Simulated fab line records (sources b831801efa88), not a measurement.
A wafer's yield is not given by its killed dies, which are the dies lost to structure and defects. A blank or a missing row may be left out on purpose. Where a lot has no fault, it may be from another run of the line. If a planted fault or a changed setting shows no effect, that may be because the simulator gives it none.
Which of the tools did it? + flow sky130 + 12 lots, 36 wafers sampled, at 2 steps of a route of 708

WHAT THE GAUGES SHOWED, per wafer
SKY_SONOS_ONO_THK_MEAS_01. Usual: SONOS_ONO_OXIDATION_THK 2.61 nm, standard deviation 0.05.
| lot  | measured     | on            | SONOS_ONO_OXIDATION_THK (nm) | flag |
|------|--------------|---------------|------------------------------|------|
| L624 | day 11 05:23 | film metro-03 | 2.62 2.66 2.66               |      |
| L625 | day 11 21:18 | film metro-04 | 2.71 2.71 2.63               |      |
| L630 | day 13 11:09 | film metro-03 | 2.65 2.61 2.66               |      |
| L631 | day 13 15:04 | film metro-02 | 2.64 2.64 2.67               |      |
| L632 | day 13 23:20 | film metro-03 | 2.63 2.58 2.61               |      |
| L637 | day 15 21:39 | film metro-03 | 2.57 2.50 2.59               |      |
| L640 | day 17 04:17 | film metro-04 | 2.57 2.55 2.55               |      |
| L641 | day 17 05:10 | film metro-02 | 2.58 2.64 2.57               |      |
| L642 | day 17 17:07 | film metro-02 | 2.60 2.60 2.61               |      |
| L644 | day 18 05:03 | film metro-03 | 2.58 2.58 2.56               |      |
| L647 | day 19 21:55 | film metro-04 | 2.60 2.62 2.60               |      |
| L646 | day 20 00:06 | film metro-04 | 2.62 2.56 2.66               |      |

SKY_SONOS_ONO_THK_MEAS_03. Usual: SONOS_ONO_CVD_02_THK 10.48 nm, standard deviation 0.11.
| lot  | measured     | on            | SONOS_ONO_CVD_02_THK (nm) | flag |
|------|--------------|---------------|---------------------------|------|
| L624 | day 11 07:20 | film metro-04 | 10.42 10.50 10.39         |      |
| L625 | day 11 22:25 | film metro-04 | 10.66 10.50 10.65         |      |
| L630 | day 13 18:51 | film metro-04 | 10.57 10.49 10.51         |      |
| L631 | day 13 18:52 | film metro-03 | 10.51 10.35 10.26         |      |
| L632 | day 14 02:04 | film metro-02 | 10.68 10.76 10.64         |      |
| L637 | day 15 22:46 | film metro-02 | 10.41 10.44 10.41         |      |
| L640 | day 17 05:53 | film metro-03 | 10.58 10.45 10.51         |      |
| L641 | day 17 06:56 | film metro-02 | 10.44 10.51 10.42         |      |
| L642 | day 17 20:28 | film metro-04 | 10.18 10.25 10.39         |      |
| L644 | day 18 08:01 | film metro-04 | 10.47 10.49 10.54         |      |
| L647 | day 19 23:25 | film metro-04 | 10.50 10.32 10.49         |      |
| L646 | day 20 03:11 | film metro-02 | 10.44 10.49 10.49         |      |

WHICH TOOL RAN EACH LOT (tool, then ch and the chambers of the sampled wafers, then the start)
Before these readings, the record contains no process step.

AS READ BY THE TOOLS THEMSELVES (means over the sampled wafers that have a number; for cases with no such wafer, the mark the record gives instead)
The record holds no such reading with a usual standard deviation.

THE ANSWER, worked out from the rows above alone
Rule: lot off if the mean of its wafers having a number is beyond 3 standard deviations from the usual mean. Also off: a lot with no number at a reading for which 4 or more lots have one. All remaining lots with rows at the step are treated as sound. The gauges are gone through in route order, then the tools' own readings, and for those a lot's mean is taken as printed above. The first step at which some lot is off is used, and at that step the reading that is off furthest; a lot without a number counts as furthest.
Across all readings shown, no lot is off: no conclusion can be drawn from this.

WHAT THE SIMULATOR PUT IN
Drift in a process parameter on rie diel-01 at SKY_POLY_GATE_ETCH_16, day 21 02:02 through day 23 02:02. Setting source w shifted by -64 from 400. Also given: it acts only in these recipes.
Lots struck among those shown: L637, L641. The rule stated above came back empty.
